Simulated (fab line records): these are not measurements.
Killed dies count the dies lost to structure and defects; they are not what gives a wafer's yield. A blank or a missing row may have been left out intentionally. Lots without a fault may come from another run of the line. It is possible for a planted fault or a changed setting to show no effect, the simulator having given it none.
What tool caused it? / flow gf180mcu / 42 wafers from 14 lots sampled at 3 of the route's 602 steps

WHAT EACH GAUGE READ, for each wafer
GF_TOP_METAL_OVL_MEAS_15.
lot=L120; measured=day 30 08:28; on=overlay-01; TOP_METAL_OVL (nm)=0.8 0.5 1.7
lot=L121; measured=day 30 19:29; on=overlay-01; TOP_METAL_OVL (nm)=-0.2 0.2 1.1
lot=L122; measured=day 30 21:17; on=overlay-01; TOP_METAL_OVL (nm)=1.8 1.0 2.5
lot=L124; measured=day 31 18:11; on=overlay-02; TOP_METAL_OVL (nm)=-0.5 0.2 0.7
lot=L125; measured=day 32 02:14; on=overlay-01; TOP_METAL_OVL (nm)=0.5 -1.0 -0.4
lot=L126; measured=day 32 05:10; on=overlay-02; TOP_METAL_OVL (nm)=1.5 -0.9 -0.3
lot=L127; measured=day 32 10:34; on=overlay-02; TOP_METAL_OVL (nm)=-0.6 0.3 -0.5
lot=L128; measured=day 32 15:10; on=overlay-02; TOP_METAL_OVL (nm)=2.5 -2.3 0.2
lot=L132; measured=day 33 14:28; on=overlay-01; TOP_METAL_OVL (nm)=0.8 0.2 -1.3
lot=L133; measured=day 33 19:38; on=overlay-02; TOP_METAL_OVL (nm)=1.2 1.1 1.9
lot=L136; measured=day 34 12:34; on=overlay-02; TOP_METAL_OVL (nm)=-0.6 -2.6 -3.1
lot=L139; measured=day 35 02:43; on=overlay-01; TOP_METAL_OVL (nm)=-0.3 -0.7 0.1
lot=L141; measured=day 35 12:04; on=overlay-02; TOP_METAL_OVL (nm)=-3.4 -1.4 -2.0
lot=L143; measured=day 35 18:38; on=overlay-01; TOP_METAL_OVL (nm)=0.1 0.0 0.4

WHAT TOOL EACH LOT RAN ON (gives the tool, then ch and the chambers of the sampled wafers, and finally the start)
lot=L120; GF_V3_CVD_02=pecvd-03 ch 0,1, day 23 13:44; GF_TOP_METAL_SPUTTER_03=pvdSputter-03, day 29 12:02
lot=L121; GF_V3_CVD_02=pecvd-03 ch 0,1,2, day 24 02:05; GF_TOP_METAL_SPUTTER_03=pvdSputter-04, day 29 23:09
lot=L122; GF_V3_CVD_02=pecvd-04 ch 0,1,2, day 24 05:28; GF_TOP_METAL_SPUTTER_03=pvdSputter-03, day 30 01:14
lot=L124; GF_V3_CVD_02=pecvd-02 ch 1,2, day 25 04:36; GF_TOP_METAL_SPUTTER_03=pvdSputter-04, day 30 22:54
lot=L125; GF_V3_CVD_02=pecvd-04 ch 0,2, day 25 16:30; GF_TOP_METAL_SPUTTER_03=pvdSputter-01, day 31 07:10
lot=L126; GF_V3_CVD_02=pecvd-03 ch 1,2, day 25 18:14; GF_TOP_METAL_SPUTTER_03=pvdSputter-01, day 31 10:34
lot=L127; GF_V3_CVD_02=pecvd-04 ch 0,1,2, day 26 00:14; GF_TOP_METAL_SPUTTER_03=pvdSputter-03, day 31 16:37
lot=L128; GF_V3_CVD_02=pecvd-02 ch 0,1,2, day 26 08:30; GF_TOP_METAL_SPUTTER_03=pvdSputter-03, day 31 20:55
lot=L132; GF_V3_CVD_02=pecvd-04 ch 0,1, day 27 13:23; GF_TOP_METAL_SPUTTER_03=pvdSputter-03, day 32 21:12
lot=L133; GF_V3_CVD_02=pecvd-02 ch 0,2, day 27 18:17; GF_TOP_METAL_SPUTTER_03=pvdSputter-04, day 33 02:19
lot=L136; GF_V3_CVD_02=pecvd-02 ch 0,1,2, day 28 14:40; GF_TOP_METAL_SPUTTER_03=pvdSputter-04, day 33 19:25
lot=L139; GF_V3_CVD_02=pecvd-03 ch 0,1,2, day 29 07:51; GF_TOP_METAL_SPUTTER_03=pvdSputter-01, day 34 09:57
lot=L141; GF_V3_CVD_02=pecvd-03 ch 0,2, day 29 20:32; GF_TOP_METAL_SPUTTER_03=pvdSputter-01, day 34 20:10
lot=L143; GF_V3_CVD_02=pecvd-04 ch 0,2, day 30 04:28; GF_TOP_METAL_SPUTTER_03=pvdSputter-01, day 35 02:52
- GF_V3_CVD_02: deposits SiO2 from TEOS, target thk 850 nm, time 94.851 s.
- GF_TOP_METAL_SPUTTER_03: material Ti, target thk 5 nm, time 3.3 s.

AS READ BY THE TOOLS THEMSELVES (means over the sampled wafers that have a number; for cases with no such wafer, the mark the record gives instead)
GF_V3_CVD_02.
lot=L120; tool=pecvd-03; heaterPowerW (W)=676
lot=L121; tool=pecvd-03; heaterPowerW (W)=713
lot=L122; tool=pecvd-04; heaterPowerW (W)=738
lot=L124; tool=pecvd-02; heaterPowerW (W)=679
lot=L125; tool=pecvd-04; heaterPowerW (W)=684
lot=L126; tool=pecvd-03; heaterPowerW (W)=772
lot=L127; tool=pecvd-04; heaterPowerW (W)=710
lot=L128; tool=pecvd-02; heaterPowerW (W)=718
lot=L132; tool=pecvd-04; heaterPowerW (W)=771
lot=L133; tool=pecvd-02; heaterPowerW (W)=671
lot=L136; tool=pecvd-02; heaterPowerW (W)=699
lot=L139; tool=pecvd-03; heaterPowerW (W)=737
lot=L141; tool=pecvd-03; heaterPowerW (W)=621
lot=L143; tool=pecvd-04; heaterPowerW (W)=678

GF_TOP_METAL_SPUTTER_03.
lot=L120; tool=pvdSputter-03; cathodeDcPowerW (W)=3000.3; throttleValvePct (%)=29.0
lot=L121; tool=pvdSputter-04; cathodeDcPowerW (W)=3000.4; throttleValvePct (%)=30.8
lot=L122; tool=pvdSputter-03; cathodeDcPowerW (W)=2999.6; throttleValvePct (%)=29.6
lot=L124; tool=pvdSputter-04; cathodeDcPowerW (W)=3000.0; throttleValvePct (%)=30.0
lot=L125; tool=pvdSputter-01; cathodeDcPowerW (W)=2999.6; throttleValvePct (%)=30.5
lot=L126; tool=pvdSputter-01; cathodeDcPowerW (W)=2999.6; throttleValvePct (%)=29.9
lot=L127; tool=pvdSputter-03; cathodeDcPowerW (W)=3000.0; throttleValvePct (%)=28.9
lot=L128; tool=pvdSputter-03; cathodeDcPowerW (W)=2999.7; throttleValvePct (%)=29.0
lot=L132; tool=pvdSputter-03; cathodeDcPowerW (W)=3000.1; throttleValvePct (%)=29.7
lot=L133; tool=pvdSputter-04; cathodeDcPowerW (W)=3000.2; throttleValvePct (%)=30.1
lot=L136; tool=pvdSputter-04; cathodeDcPowerW (W)=2999.7; throttleValvePct (%)=28.9
lot=L139; tool=pvdSputter-01; cathodeDcPowerW (W)=3000.5; throttleValvePct (%)=29.4
lot=L141; tool=pvdSputter-01; cathodeDcPowerW (W)=3000.0; throttleValvePct (%)=30.0
lot=L143; tool=pvdSputter-01; cathodeDcPowerW (W)=3000.3; throttleValvePct (%)=29.9

THE ANSWER, worked out from the rows above alone
Rule: usual is defined by the lots themselves. The widest of any qualifying gaps counts: lots, ordered by their means at a reading, are off when they make up no more than a third of the lots, leave a main group of 4 or more, and stand apart from it by 3 or more times the standard deviation of that group's means. Not used: any main group whose means are identical at the precision the tables above print for the reading. Also off: a lot with no number at a reading for which 4 or more lots have one. Where the step has rows for the other lots, those lots are counted as sound. After the gauges, taken in route order, come the tools' own readings; for these a lot's mean is taken, as printed above. At the first step where some lot is off, the reading lying furthest off is the one used; lots without a number count as furthest.
Nothing can be told from this: no lot is off at any reading shown.

WHAT THE SIMULATOR HAD INSERTED
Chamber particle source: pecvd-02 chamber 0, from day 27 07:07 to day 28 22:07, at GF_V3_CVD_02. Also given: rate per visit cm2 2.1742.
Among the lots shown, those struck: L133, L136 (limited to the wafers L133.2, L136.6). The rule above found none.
